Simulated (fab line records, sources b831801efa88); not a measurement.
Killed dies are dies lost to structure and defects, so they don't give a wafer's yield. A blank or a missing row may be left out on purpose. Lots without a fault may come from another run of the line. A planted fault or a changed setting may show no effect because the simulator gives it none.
Which tool did it? | flow gf180mcu | 14 lots, 42 wafers sampled, at 3 steps of a route of 602

WHAT THE GAUGES READ, wafer by wafer
GF_HV_LDD_TW_MEAS_11.
lot  | measured     | on            | HV_LDD_TW
L479 | day 10 08:49 | film_metro-03 | 2411 2408 2413
L480 | day 10 11:32 | film_metro-04 | 2433 2429 2424
L481 | day 10 16:45 | film_metro-03 | 2403 2411 2405
L482 | day 10 16:55 | film_metro-04 | 2432 2422 2422
L483 | day 11 16:19 | film_metro-04 | 2433 2446 2436
L485 | day 12 05:14 | film_metro-04 | 2452 2438 2437
L486 | day 12 17:04 | film_metro-03 | 2407 2403 2412
L487 | day 12 23:56 | film_metro-04 | 2429 2435 2420
L488 | day 13 04:34 | film_metro-04 | 2428 2430 2413
L494 | day 14 17:11 | film_metro-04 | 2431 2444 2425
L501 | day 16 16:44 | film_metro-02 | 2405 2405 2414

WHICH TOOL RAN EACH LOT (tool, then ch and the chambers of the sampled wafers, then the start)
lot  | GF_VT_IMPLANT_STRIP_31               | GF_POLY_GATE_STRIP_14
L479 | plasma_asher-02 ch 0,1, day 7 05:50  | plasma_asher-01 ch 0,1, day 9 13:31
L480 | plasma_asher-03 ch 0,1, day 7 08:14  | plasma_asher-03 ch 0,1, day 9 16:32
L481 | plasma_asher-03 ch 0,1, day 7 09:33  | plasma_asher-02 ch 0,1, day 9 20:42
L482 | plasma_asher-03 ch 0,1, day 7 13:03  | plasma_asher-01 ch 0,1, day 9 21:03
L483 | plasma_asher-02 ch 0,1, day 8 07:37  | plasma_asher-01 ch 0,1, day 10 17:42
L485 | plasma_asher-03 ch 0,1, day 8 16:42  | plasma_asher-01 ch 0,1, day 11 05:55
L486 | plasma_asher-04 ch 0,1, day 9 01:25  | plasma_asher-02 ch 0,1, day 11 16:37
L487 | plasma_asher-03 ch 0,1, day 9 10:22  | plasma_asher-03 ch 0,1, day 12 00:00
L488 | plasma_asher-04 ch 0,1, day 9 14:20  | plasma_asher-02 ch 0,1, day 12 07:42
L490 | plasma_asher-02 ch 0,1, day 10 00:15 | plasma_asher-01 ch 0,1, day 12 19:46
L491 | plasma_asher-04 ch 0,1, day 10 06:34 | plasma_asher-03 ch 0,1, day 13 02:17
L492 | plasma_asher-02 ch 0,1, day 10 13:59 | plasma_asher-01 ch 0,1, day 13 05:47
L494 | plasma_asher-03 ch 0,1, day 10 23:41 | plasma_asher-02 ch 0,1, day 13 18:24
L501 | plasma_asher-02 ch 0,1, day 12 20:02 | plasma_asher-01 ch 0,1, day 15 14:24
- GF_VT_IMPLANT_STRIP_31: strips in O2/N2.
- GF_POLY_GATE_STRIP_14: strips in O2/N2.

WHAT THE TOOLS THEMSELVES READ (means of the sampled wafers that have a number; where no wafer has one, the mark that the record gives instead)
GF_VT_IMPLANT_STRIP_31.
lot  | tool            | chamber_pressure_mTorr (mTorr) | drypump_motor_current_A (A) | heater_power_w (W) | oes_product_au (a.u.) | strip_time_to_endpoint_s (s)
L479 | plasma_asher-02 | 1498.6                         | 5.8                         | 359                | 0.716                 | 12.63
L480 | plasma_asher-03 | 1499.0                         | 6.0                         | 252                | 0.715                 | 12.64
L481 | plasma_asher-03 | 1501.2                         | 6.0                         | 253                | 0.720                 | 12.63
L482 | plasma_asher-03 | 1500.0                         | 6.0                         | 255                | 0.711                 | 12.63
L483 | plasma_asher-02 | 1500.3                         | 5.8                         | 355                | 0.716                 | 12.58
L485 | plasma_asher-03 | 1500.9                         | 5.6                         | 261                | 0.718                 | 12.62
L486 | plasma_asher-04 | 1500.1                         | 5.8                         | 328                | 0.717                 | 12.66
L487 | plasma_asher-03 | 1500.3                         | 6.0                         | 251                | 0.715                 | 12.61
L488 | plasma_asher-04 | 1499.8                         | 5.8                         | 321                | 0.716                 | 12.72
L490 | plasma_asher-02 | 1500.4                         | 5.9                         | 359                | 0.716                 | 12.61
L491 | plasma_asher-04 | 1499.5                         | 5.8                         | 326                | 0.715                 | 12.69
L492 | plasma_asher-02 | 1499.9                         | 5.8                         | 352                | 0.716                 | 12.65
L494 | plasma_asher-03 | 1499.7                         | 6.0                         | 253                | 0.718                 | 12.63
L501 | plasma_asher-02 | 1500.7                         | 5.8                         | 354                | 0.716                 | 12.57

GF_POLY_GATE_STRIP_14.
lot  | tool            | chamber_pressure_mTorr (mTorr) | drypump_motor_current_A (A) | heater_power_w (W) | oes_product_au (a.u.)
L479 | plasma_asher-01 | 1499.1                         | 5.5                         | 308                | 0.504
L480 | plasma_asher-03 | 1498.0                         | 6.0                         | 250                | 0.510
L481 | plasma_asher-02 | 1500.0                         | 5.8                         | 350                | 0.502
L482 | plasma_asher-01 | 1499.7                         | 5.6                         | 322                | 0.502
L483 | plasma_asher-01 | 1500.0                         | 5.5                         | 310                | 0.510
L485 | plasma_asher-01 | 1500.6                         | 5.5                         | 316                | 0.503
L486 | plasma_asher-02 | 1499.2                         | 5.8                         | 352                | 0.509
L487 | plasma_asher-03 | 1500.4                         | 6.0                         | 254                | 0.503
L488 | plasma_asher-02 | 1499.0                         | 5.9                         | 359                | 0.504
L490 | plasma_asher-01 | -                              | -                           | -                  | -
L491 | plasma_asher-03 | -                              | -                           | -                  | -
L492 | plasma_asher-01 | -                              | -                           | -                  | -
L494 | plasma_asher-02 | 1499.6                         | 5.7                         | 354                | 0.500
L501 | plasma_asher-01 | 1500.3                         | 5.5                         | 314                | 0.501

THE ANSWER, worked out from the rows above alone
Rule: what is usual is taken from the lots themselves. Put in order of their means at a reading, lots are off if they are a third of the lots or fewer, leave a main group of 4 or more, and stand apart from it by a gap of 3 or more times the standard deviation of the main group's means; of several such gaps the widest counts. A main group whose means are all the same, to the digits that the tables above print for the reading, isn't used. A lot without any number at a reading at which 4 lots or more have one is off too. The other lots that the step has rows for count as sound. The gauges are gone through in route order, then the tools' own readings, and for those a lot's mean is taken as printed above. The first step at which some lot is off is used, and at that step the reading that is off furthest; a lot without a number counts as furthest.
Off: L490, L491, L492, at GF_POLY_GATE_STRIP_14 (chamber_pressure_mTorr). Without a number there: L490, L491, L492. The main group: mean 1499.6 mTorr, standard deviation 0.72.
A tool fits if, at that step or a process step before it, it ran every lot that is off, and no sound lot after the first of them. None of those tried fits.

WHAT THE SIMULATOR HAD PUT IN
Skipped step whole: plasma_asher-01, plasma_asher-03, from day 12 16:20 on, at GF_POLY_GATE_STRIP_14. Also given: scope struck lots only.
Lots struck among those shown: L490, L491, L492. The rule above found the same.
